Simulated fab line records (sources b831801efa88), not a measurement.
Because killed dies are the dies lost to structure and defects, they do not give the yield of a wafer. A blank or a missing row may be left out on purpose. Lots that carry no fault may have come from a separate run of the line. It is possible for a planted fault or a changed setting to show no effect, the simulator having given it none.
Which tool is to blame? || flow sky130 || Sampling: 7 lots, 21 wafers, 2 of 708 route steps

WHAT THE GAUGES READ, wafer by wafer
SKY_LDD_LDN_TW_MEAS_13.
{"lot": "L640", "measured": "day 23 23:52", "on": "film-metro-03", "LDD_LDN_TW": "1484 1481 1477"}
{"lot": "L643", "measured": "day 24 18:55", "on": "film-metro-03", "LDD_LDN_TW": "1482 1494 1499"}
{"lot": "L645", "measured": "day 26 02:07", "on": "film-metro-01", "LDD_LDN_TW": "1475 1468 1473"}
{"lot": "L648", "measured": "day 27 05:19", "on": "film-metro-03", "LDD_LDN_TW": "1345 1347 1350"}
{"lot": "L651", "measured": "day 28 13:10", "on": "film-metro-03", "LDD_LDN_TW": "1336 1331 1338"}
{"lot": "L654", "measured": "day 29 16:04", "on": "film-metro-03", "LDD_LDN_TW": "1473 1461 1473"}
{"lot": "L659", "measured": "day 31 05:05", "on": "film-metro-01", "LDD_LDN_TW": "1478 1484 1482"}

WHICH TOOL RAN EACH LOT (tool, then ch and the chambers of the sampled wafers, then the start)
{"lot": "L640", "SKY_LDD_LDN_IMPLANT_10": "implanter-01 ch 0, day 23 23:28"}
{"lot": "L643", "SKY_LDD_LDN_IMPLANT_10": "implanter-03 ch 0, day 24 18:31"}
{"lot": "L645", "SKY_LDD_LDN_IMPLANT_10": "implanter-02 ch 0, day 26 01:44"}
{"lot": "L648", "SKY_LDD_LDN_IMPLANT_10": "implanter-01, day 27 04:56"}
{"lot": "L651", "SKY_LDD_LDN_IMPLANT_10": "implanter-01, day 28 12:46"}
{"lot": "L654", "SKY_LDD_LDN_IMPLANT_10": "implanter-02 ch 0, day 29 15:41"}
{"lot": "L659", "SKY_LDD_LDN_IMPLANT_10": "implanter-01 ch 0, day 31 04:44"}
- SKY_LDD_LDN_IMPLANT_10

THE ANSWER, worked out from the rows above alone
Rule: usual is defined by the lots themselves. The widest of any qualifying gaps counts: lots, ordered by their means at a reading, are off when they make up no more than a third of the lots, leave a main group of 4 or more, and stand apart from it by 3 or more times the standard deviation of that group's means. A main group whose means are all the same, to the digits that the tables above print for the reading, isn't used. Also off: a lot with no number at a reading for which 4 or more lots have one. The other lots that the step has rows for count as sound.
Off: at SKY_LDD_LDN_TW_MEAS_13 (LDD_LDN_TW), L648, L651. The main group: mean 1479, standard deviation 8.
If a tool, at a process step before that reading, ran all the lots that are off and no sound lot after the first of them, it fits. The gauges at SKY_LDD_LDN_TW_MEAS_13 are tried like those tools. No candidate that was tried fits.

WHAT THE SIMULATOR PUT IN
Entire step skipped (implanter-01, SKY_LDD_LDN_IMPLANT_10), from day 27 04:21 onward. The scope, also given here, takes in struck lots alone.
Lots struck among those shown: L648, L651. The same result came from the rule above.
